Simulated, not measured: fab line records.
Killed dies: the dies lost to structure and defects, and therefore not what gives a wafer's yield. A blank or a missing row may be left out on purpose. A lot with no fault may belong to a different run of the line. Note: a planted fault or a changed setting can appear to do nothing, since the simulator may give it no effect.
fab line records | flow sky130 | part 2 of 2: steps 23 to 32 of 32
record lots=5 wafers=15 last-day=50
route steps=708 shown METAL4@630 VIA4@639 METAL5@661
lots that met no fault: taken from a fault-free run of the same line
start-h: hours from the record's opening day to when the first of the lot's shown wafers began | wait-h: hours since the lot's step before | " the same as in the row above | L1.1+2: a row that stands for several wafers | - value missing, or start not given | * or withheld: withheld | < > ~ a bound
route shown NAME@n: names a module that has steps shown in the file, with the first one's number in the route | usual: the fault-free wafers' mean and standard deviation | same: alike in all rows | chamber/n: place in a boat | sites: readings site by site | _std_site: their standard deviation | _edge_site: mean of outer sites minus mean of inner sites | radius-mm: how far each site lies from the wafer's centre | mask NAME#n: copy n | behind: the tool/chamber that last shaped the wafer | hold: reason for holding the lot/hours on hold/outcome of the hold | device: the n, p or np transistor that did not switch | end of line: the tests these same wafers got at the end of their route | a step given without rows: its recipe and nothing more | killed: the dies lost at the first sort to structure and to defects; this is not the yield of the wafer | map: a wafer's dies, marking killed ones x, the rest . and places with no die _
set.NAME: the setting that was run; set.NAME@STEP: the one run at that earlier step | model.NAME: the simulator's own value behind a step, which no gauge read
a table for each step, a row for each wafer; lots at some steps of the route
services: a tool's chamber out of use, with start hour (start-h, from the record's first day; less than 0 if before it), hours out, and reason
## steps
# step SKY_VIA4_STRIP_13
# recipe chemistry=O2/N2 power-w=1400 pressure-mtorr=1500 platen-temp-c=withheld o2-flow-sccm=3000 n2-flow-sccm=300 overash-fraction=0.5
# usual drypump-motor-current-A=5.2/0.34 n2-flow-sccm=300.0/0.93 oes-product-au=0.709/0.005 strip-time-to-endpoint-s=12.80/0.03
# columns lot.wafer tool chamber start-h wait-h drypump-motor-current-A n2-flow-sccm oes-product-au rf-hours-counter-h strip-time-to-endpoint-s
L079.2 plasma-asher-02 1 1036.04 - 5.7 299.0 0.704 125 12.76
L079.3 " 0 " " 4.9 300.1 0.709 - 12.83
L079.4 " 1 " " 5.7 299.7 0.708 - 12.77
L082.1 plasma-asher-01 1 1056.97 - 5.0 298.7 0.715 66 12.81
L082.2 " 0 " " 5.1 298.3 0.713 66 12.85
L082.5 " 1 " " 5.0 299.5 0.711 - 12.82
L084.4 plasma-asher-01 1 1061.20 - 5.0 299.8 0.711 - 12.80
L084.5 " 0 " " 5.1 300.0 0.708 - 12.78
L084.6 " 1 " " 5.0 299.7 0.706 - 12.76
L092.3 plasma-asher-02 1 1118.60 - 5.7 300.7 0.707 - 12.79
L092.4 " 0 " " 4.9 299.6 0.711 - 12.78
L092.5 " 0 " " 4.9 300.4 0.706 - 12.79
L097.1 plasma-asher-02 1 1142.34 - 5.7 300.2 0.714 7 12.76
L097.3 " 0 " " 4.9 298.7 0.718 - 12.81
L097.6 " 0 " " 4.9 299.9 0.706 - 12.82
# step SKY_VIA4_STRIP_14
# recipe chemistry=post-etch-residue-remover time-s=1200 temp-c=72.5
# usual bath-heat-duty-pct=14.8/1.8
# columns lot.wafer tool chamber start-h wait-h bath-heat-duty-pct
L079.2 wet-bench-04 3 1036.14 0.1 15.4
L079.3 " 3 " " 14.9
L079.4 " 3 " " 15.5
L082.1 wet-bench-01 3 1057.07 0.1 13.5
L082.2 " 3 " " 14.3
L082.5 " 3 " " 14.1
L084.4 wet-bench-02 0 1061.27 0.0 17.9
L084.5 " 0 " " 16.6
L084.6 " 0 " " 17.0
L092.3 wet-bench-01 1 1118.67 0.0 11.1
L092.4 " 1 " " 11.7
L092.5 " 1 " " 11.4
L097.1 wet-bench-02 0 1142.44 0.1 16.8
L097.3 " 0 " " 16.3
L097.6 " 0 " " 15.9
# step SKY_VIA4_CLEAN_15
# recipe chemistry=IPA time-s=180 temp-c=25
# usual bath-heat-duty-pct=6.1/0.79
# columns lot.wafer tool chamber start-h wait-h bath-heat-duty-pct
L079.2 wet-bench-01 3 1036.48 0.0 5.7
L079.3 " 3 " " 6.0
L079.4 " 3 " " 5.7
L082.1 wet-bench-02 1 1057.41 0.0 5.9
L082.2 " 1 " " 5.8
L082.5 " 1 " " 6.5
L084.4 wet-bench-04 1 1061.64 0.0 4.8
L084.5 " 1 " " 6.1
L084.6 " 1 " " 5.1
L092.3 wet-bench-01 2 1119.01 0.0 7.1
L092.4 " 2 " " 7.5
L092.5 " 2 " " 7.3
L097.1 wet-bench-04 2 1143.18 0.0 6.3
L097.3 " 2 " " 6.5
L097.6 " 2 " " 6.8
# step SKY_VIA4_CLEAN_16
# recipe chemistry=O3/DIW dry=n2-spin
# columns lot.wafer tool chamber start-h wait-h
L079.2+3+4 wet-bench-02 0 1036.54 0.0
L082.1+2+5 wet-bench-01 1 1057.47 0.0
L084.4+5+6 wet-bench-02 2 1061.70 0.0
L092.3+4+5 wet-bench-01 1 1119.07 0.0
L097.1+3+6 wet-bench-01 0 1143.24 0.0
# step SKY_VIA4_SPUTTER_17
# recipe material=TiN target-thk-nm=20 chamber-pressure-pa=5 power-w=4000 time-s=80
# usual chamber-pressure-pa=4.999/0.0097 throttle-valve-pct=29.6/0.81
# columns lot.wafer tool chamber start-h wait-h chamber-pressure-pa throttle-valve-pct
L079.2 pvd-sputter-04 - 1036.74 0.0 4.997 28.5
L079.3 " - " " 5.000 29.7
L079.4 " - " " 5.004 30.6
L082.1 pvd-sputter-03 - 1057.56 0.0 5.017 28.4
L082.2 " - " " 5.000 30.1
L082.5 " - " " 5.009 28.5
L084.4 pvd-sputter-02 - 1061.80 0.0 4.987 29.9
L084.5 " - " " 5.000 28.6
L084.6 " - " " 5.002 29.6
L092.3 pvd-sputter-04 - 1119.16 0.0 5.005 28.8
L092.4 " - " " 5.017 28.6
L092.5 " - " " 5.004 29.2
L097.1 pvd-sputter-03 - 1143.33 0.0 4.997 28.4
L097.3 " - " " 4.997 30.1
L097.6 " - " " 4.995 29.7
# step SKY_VIA4_CVD_18
# recipe material=W target-thk-nm=505 time-s=152.14 temp-c=400 pressure-torr=40
# usual heater-power-w=966/67
# columns lot.wafer tool chamber start-h wait-h heater-power-w
L079.2 cvd-w-02 1 1036.80 0.0 987
L079.3 " 1 " " 1021
L079.4 " 0 " " 941
L082.1 cvd-w-02 0 1057.62 0.0 897
L082.2 " 1 " " 988
L082.5 " 1 " " 1008
L084.4 cvd-w-02 0 1061.91 0.1 921
L084.5 " 0 " " 953
L084.6 " 1 " " 1007
L092.3 cvd-w-01 0 1119.27 0.1 897
L092.4 " 1 " " 1058
L092.5 " 0 " " 866
L097.1 cvd-w-02 1 1143.39 0.0 1027
L097.3 " 1 " " 1013
L097.6 " 0 " " 924
# step SKY_VIA4_RS_MEAS_19
# recipe thk-meas-gauge=four-point-probe reads=W_of_VIA4_CVD_18+TiN_of_VIA4_SPUTTER_17
# usual VIA4_W_RS=0.2262/0.0021
# columns lot.wafer tool chamber start-h wait-h VIA4_W_RS[ohm/sq]
L079.2 film-metro-01 - 1036.97 0.1 0.2285
L079.3 " - " " 0.2271
L079.4 " - " " 0.2255
L082.1 film-metro-03 - 1057.77 0.1 0.2216
L082.2 " - " " 0.2257
L082.5 " - " " 0.2232
L084.4 film-metro-04 - 1062.07 0.1 0.2270
L084.5 " - " " 0.2258
L084.6 " - " " 0.2267
L092.3 film-metro-03 - 1119.41 0.1 0.2248
L092.4 " - " " 0.2253
L092.5 " - " " 0.2262
L097.1 film-metro-01 - 1143.55 0.1 0.2263
L097.3 " - " " 0.2296
L097.6 " - " " 0.2269
# step SKY_VIA4_THK_MEAS_20
# recipe thk-meas-gauge=xrf reads=W_of_VIA4_CVD_18
# usual VIA4_W_THK=517/6.8
# columns lot.wafer tool chamber start-h wait-h VIA4_W_THK[nm]
L079.2 film-metro-01 - 1037.08 0.1 511
L079.3 " - " " 514
L079.4 " - " " 515
L082.1 film-metro-03 - 1057.89 0.1 527
L082.2 " - " " 521
L082.5 " - " " 524
L084.4 film-metro-04 - 1062.16 0.1 516
L084.5 " - " " 519
L084.6 " - " " 518
L092.3 film-metro-03 - 1119.51 0.1 523
L092.4 " - " " 518
L092.5 " - " " 517
L097.1 film-metro-01 - 1143.67 0.1 517
L097.3 " - " " 506
L097.6 " - " " 515
# step SKY_VIA4_CMP_21
# recipe stop-on=SiO2 t-overpolish-s=25 down-force-psi=3.5 platen-rpm=60 target-thk-nm=0 pad-velocity-m-s=0.94248
# usual motor-current-A=10.3/0.61 overpolish-run-s=25.000/0.0092 time-to-endpoint-s=123/3.9
# columns lot.wafer tool chamber start-h wait-h motor-current-A overpolish-run-s time-to-endpoint-s
L079.3 cmp-01 2 1037.18 0.1 10.2 24.997 120
L079.2 " 3 " " 11.1 25.012 124
L079.4 " 0 " " 11.3 25.021 123
L082.1 cmp-01 2 1058.05 0.1 10.4 24.997 123
L082.2 " 3 " " 11.1 24.995 120
L082.5 " 1 " " 9.9 25.009 126
L084.4 cmp-02 2 1062.19 0.0 11.0 24.998 130
L084.5 " 2 " " 10.9 25.001 127
L084.6 " 3 " " 9.6 25.006 125
L092.3 cmp-02 0 1119.55 0.0 9.3 25.001 120
L092.4 " 1 " " 10.2 24.999 116
L092.5 " 0 " " 9.5 25.001 119
L097.1 cmp-01 1 1143.78 0.1 8.9 24.994 130
L097.3 " 2 " " 10.1 24.998 120
L097.6 " 1 " " 9.3 25.014 126
# step SKY_METAL5_SPUTTER_00
# recipe material=Ti target-thk-nm=15 power-w=3000 time-s=10 chamber-pressure-pa=0.4
# usual chamber-pressure-pa=0.4000/0.00084 throttle-valve-pct=30.1/0.95
# columns lot.wafer tool chamber start-h wait-h chamber-pressure-pa throttle-valve-pct
L079.2 pvd-sputter-02 - 1037.43 0.1 0.3995 28.3
L079.3 " - " " 0.3994 29.9
L079.4 " - " " 0.3991 28.6
L082.1 pvd-sputter-01 - 1058.25 0.1 0.3998 31.7
L082.2 " - " " 0.3998 31.3
L082.5 " - " " 0.4000 31.6
L084.4 pvd-sputter-01 - 1062.50 0.3 0.3990 30.4
L084.5 " - " " 0.4005 31.3
L084.6 " - " " 0.3999 31.6
L092.3 pvd-sputter-01 - 1119.85 0.2 0.4000 31.5
L092.4 " - " " 0.4003 29.9
L092.5 " - " " 0.3994 31.9
L097.1 pvd-sputter-01 - 1144.03 0.2 0.3992 31.4
L097.3 " - " " 0.4001 29.8
L097.6 " - " " 0.3984 31.1
## services
# columns tool chamber start-h hours kind
cmp-01 - 998.73 6.5 pm
rie-metal-02 0 1000.76 2.1 repair
rie-metal-04 0 1001.77 20.9 repair
rie-metal-02 1 1002.37 5.3 repair
rie-diel-03 - 1008.41 0.1 repair
cmp-02 - 1018.18 8.7 pm
rie-diel-03 3 1023.03 9.2 repair
cmp-01 - 1023.97 0.7 repair
pvd-sputter-01 - 1036.32 1.5 repair
rie-metal-02 1 1039.03 55.6 repair
rie-metal-04 - 1041.95 0.6 repair
plasma-asher-02 - 1045.63 14.6 pm
rie-metal-04 - 1051.56 2.8 pm
plasma-asher-02 - 1060.23 9.0 pm
cmp-01 - 1066.92 0.9 repair
rie-diel-03 3 1078.97 5.9 repair
plasma-asher-02 - 1084.42 4.3 pm
cmp-01 - 1086.88 1.4 repair
rie-metal-02 0 1087.64 10.5 repair
rie-metal-02 - 1103.74 0.8 repair
cmp-01 - 1106.48 3.3 repair
rie-metal-04 - 1112.43 0.7 repair
rie-metal-02 - 1124.55 1.8 repair
cmp-01 - 1139.09 0.9 repair
